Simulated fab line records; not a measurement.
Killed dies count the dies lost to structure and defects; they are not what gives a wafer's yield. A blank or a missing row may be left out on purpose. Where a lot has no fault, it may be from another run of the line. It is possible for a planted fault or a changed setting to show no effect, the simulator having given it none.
Which of the tools did it? :: flow gf180mcu :: 6 lots with 18 wafers sampled at 2 steps, on a route of 602 steps

## WHAT THE GAUGES READ, wafer by wafer
GF_M5_CD_MEAS_07 targets a cd of 280 nm.
lot: L125
measured: day 26 14:32
on: cd-sem-02
cd-nm (nm): 279.3 278.4 279.9

lot: L128
measured: day 27 19:08
on: cd-sem-01
cd-nm (nm): 279.8 280.4 279.9

lot: L133
measured: day 29 07:31
on: cd-sem-01
cd-nm (nm): 278.9 279.4 278.9

lot: L135
measured: day 29 23:17
on: cd-sem-02
cd-nm (nm): 280.2 280.8 280.5

lot: L140
measured: day 31 12:26
on: cd-sem-02
cd-nm (nm): 278.6 279.4 279.4

lot: L143
measured: day 32 10:44
on: cd-sem-02
cd-nm (nm): 280.2 280.4 279.8

## TOOL THAT RAN EACH LOT (tool first, then ch and the chambers of the sampled wafers, then the start)
lot: L125
GF_MIM_SPUTTER_09: pvd-sputter-04, day 24 20:11

lot: L128
GF_MIM_SPUTTER_09: pvd-sputter-01, day 26 01:20

lot: L133
GF_MIM_SPUTTER_09: pvd-sputter-01, day 27 15:29

lot: L135
GF_MIM_SPUTTER_09: pvd-sputter-01, day 28 09:28

lot: L140
GF_MIM_SPUTTER_09: pvd-sputter-04, day 30 01:34

lot: L143
GF_MIM_SPUTTER_09: pvd-sputter-04, day 30 23:26
- GF_MIM_SPUTTER_09: material TiN, target thk 35 nm, time 29.2 s.

## THE ANSWER, worked out from the rows above alone
Rule: the lots themselves supply what counts as usual. Put in order of their means at a reading, lots are off if they are a third of the lots or fewer, leave a main group of 4 or more, and stand apart from it by a gap of 3 or more times the standard deviation of the main group's means; of several such gaps the widest counts. A main group is skipped when, at the precision printed for the reading in the tables above, its means are all equal. A lot without any number at a reading at which 4 lots or more have one is off too. Any other lot the step has rows for is counted as sound.
None of the lots is off at any reading shown; this tells nothing.

## WHAT THE SIMULATOR PUT IN
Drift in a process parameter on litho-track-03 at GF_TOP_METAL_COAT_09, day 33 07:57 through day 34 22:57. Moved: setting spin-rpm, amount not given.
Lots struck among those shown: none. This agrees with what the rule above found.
